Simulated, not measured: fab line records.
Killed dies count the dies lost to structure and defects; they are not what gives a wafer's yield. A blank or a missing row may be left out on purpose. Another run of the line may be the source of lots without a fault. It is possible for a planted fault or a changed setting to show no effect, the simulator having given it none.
Comparing a struck lot with a sound one	flow sky130	15 out of 708 route steps
Sound: wafers L733.1, L733.2, L733.3. Struck: wafers L743.2, L743.3, L743.6. At the end, the cause is stated.
Each step with rows lists, per side, the tool, then ch with its chambers, then its first start. Under that, the readings that differ: sound wafers	struck wafers	difference of the means	sigmas: that difference in standard deviations of wafers without a fault.
alike: same words and numbers on both sides, and readings whose means sit less than 2 such deviations apart. not compared: any withheld reading, any reading some wafer has no value for, any bound like >300 that may hide the same value, and any number with overlapping values for which the record gives no deviation.
The two part at a step that has a row with sigmas, a row that says differs or no value, or rows on one side only. Non-overlapping numbers with no deviation appear without sigmas and do not part them. A reading that every wafer of one side lacks parts them only if that side has two wafers or more.

first, 8 steps without rows for these wafers: SKY_FIELD_ISO_DEHYDRATE_05 (time 60 s); SKY_FIELD_ISO_HMDS_06 (prime time 60 s); SKY_FIELD_ISO_COAT_07 (resist thk 60 nm); SKY_FIELD_ISO_COAT_08 (resist thk 450 nm); SKY_FIELD_ISO_SOFTBAKE_09 (time 90 s); SKY_FIELD_ISO_EXPOSE_10 (exposes mask FOM, target cd 150 nm); SKY_FIELD_ISO_PEB_11; SKY_FIELD_ISO_DEVELOP_12 (develop time 60 s).
SKY_FIELD_ISO_CD_MEAS_13: target cd 150 nm.
  sound on cd_sem-01 at day 3 18:04; struck on cd_sem-02 at day 5 21:26
  alike: cd_nm
SKY_FIELD_ISO_ETCH_14: etches BARC in N2/H2, stops on SiO2, time 45.9 s, target depth 60 nm.
  sound on rie_diel-01 ch 0,1,3, day 3 18:11; struck on rie_diel-04 ch 0,1,3, day 5 21:32
  alike: drypump_motor_current_A, oes_product_au, rf_fwd_power_W, throttle_valve_pct
  not compared: rf_hours_counter_h
SKY_FIELD_ISO_ETCH_15: etches the open film in CHF3/O2, stops on Si, target depth 180 nm, time 72 s.
  sound on rie_diel-01 ch 0,1,3, day 3 18:14; struck on rie_diel-04 ch 0,1,3, day 5 21:35
  alike: drypump_motor_current_A, oes_product_au, rf_fwd_power_W, throttle_valve_pct
  not compared: rf_hours_counter_h
SKY_FIELD_ISO_STRIP_16: strips in O2/N2.
  sound on plasma_asher-02 ch 0,1, day 3 18:17; struck on plasma_asher-03 ch 0,1, day 5 21:38
  alike: drypump_motor_current_A, o2_flow_sccm, oes_product_au, strip_time_to_endpoint_s
  not compared: rf_hours_counter_h
SKY_FIELD_ISO_ETCH_17: etches Si in HBr/Cl2/O2, target depth 342 nm, time 97.7 s.
  sound on rie_si-01 ch 0,1,3, day 3 18:23; struck on rie_si-01 ch 1,2, day 5 21:44
reading	sound	struck	difference	sigmas
oes_product_au (a.u.)	1.002 0.992 0.995	0.958 0.950 0.954	-0.042	-5
rf_fwd_power_W (W)	591.1 598.4 597.9	500.0 503.7 501.5	-94.1	-41
throttle_valve_pct (%)	25.661 25.665 25.663	25.705 25.692 25.673	+0.027	+3
model.FIELD_ISO.feature_depth_nm (nm)	341.6 339.1 337.8	318.8 312.4 320.3	-22.3	
model.etch.depth_nm (nm)	341.6 339.1 337.8	318.8 312.4 320.3	-22.3	
  alike: drypump_motor_current_A, mfc_cl2_sccm
  not compared: rf_hours_counter_h
then, 1 step without rows for these wafers: SKY_FIELD_ISO_WET_ETCH_18 (etches Si3N4 in H3PO4, target depth 25 nm, time 286 s).
-- the record jumps here: 44 days lie between the struck wafers' starts before and after (it left off in module FIELD_ISO and takes up again in module PAD_OPEN, whose first step shown is number 708 of the route) --
SKY_PAD_OPEN_PROBE_99:
  sound on prober-01 at day 47 16:34; struck on prober-01 at day 50 01:35
reading	sound	struck	difference	sigmas
model.etest.res_p_drift_20v.line_ohm_um	1.122e+04 1.126e+04 1.112e+04	1.038e+04 9750 1.009e+04	-1.127e+03	
model.etest.res_p_drift_20v.rs_ohm_sq	9449 9399 9262	8537 8189 8523	-954	
model.etest.pfet_16v.r_on_ohm_um	1.522e+04 1.53e+04 1.517e+04	1.462e+04 1.429e+04 1.442e+04	-7.867e+02	
model.etest.res_iso_pwell.rs_ohm_sq	3130 3084 3019	2615 2528 2616	-491	
model.etest.res_iso_pwell.line_ohm_um	1187 1170 1135	993.9 946.5 981.6	-190.0	
model.etest.res_nwell.rs_ohm_sq	948.9 943.8 933	911.7 896.6 913.8	-34.5	
model.etest.pfet_16v.drive_ua_um	242.2 242 242	244.7 251 249.4	+6.3	
  alike: killed_at_M0_to_M3, killed_at_M4_up, killed_at_contacts, killed_at_front_end, killed_at_other, killed_dies, killed_open, killed_short
  not compared: model.etest.res_nwell.line_ohm_um

WHERE THEY PART
SKY_FIELD_ISO_ETCH_17 only, going by this record. Later steps at which nothing parts them and some readings are alike: SKY_PAD_OPEN_PROBE_99.

WHY: the cause the simulator had injected
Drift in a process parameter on rie_si-01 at SKY_FIELD_ISO_ETCH_17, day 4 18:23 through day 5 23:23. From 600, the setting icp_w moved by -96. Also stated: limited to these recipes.
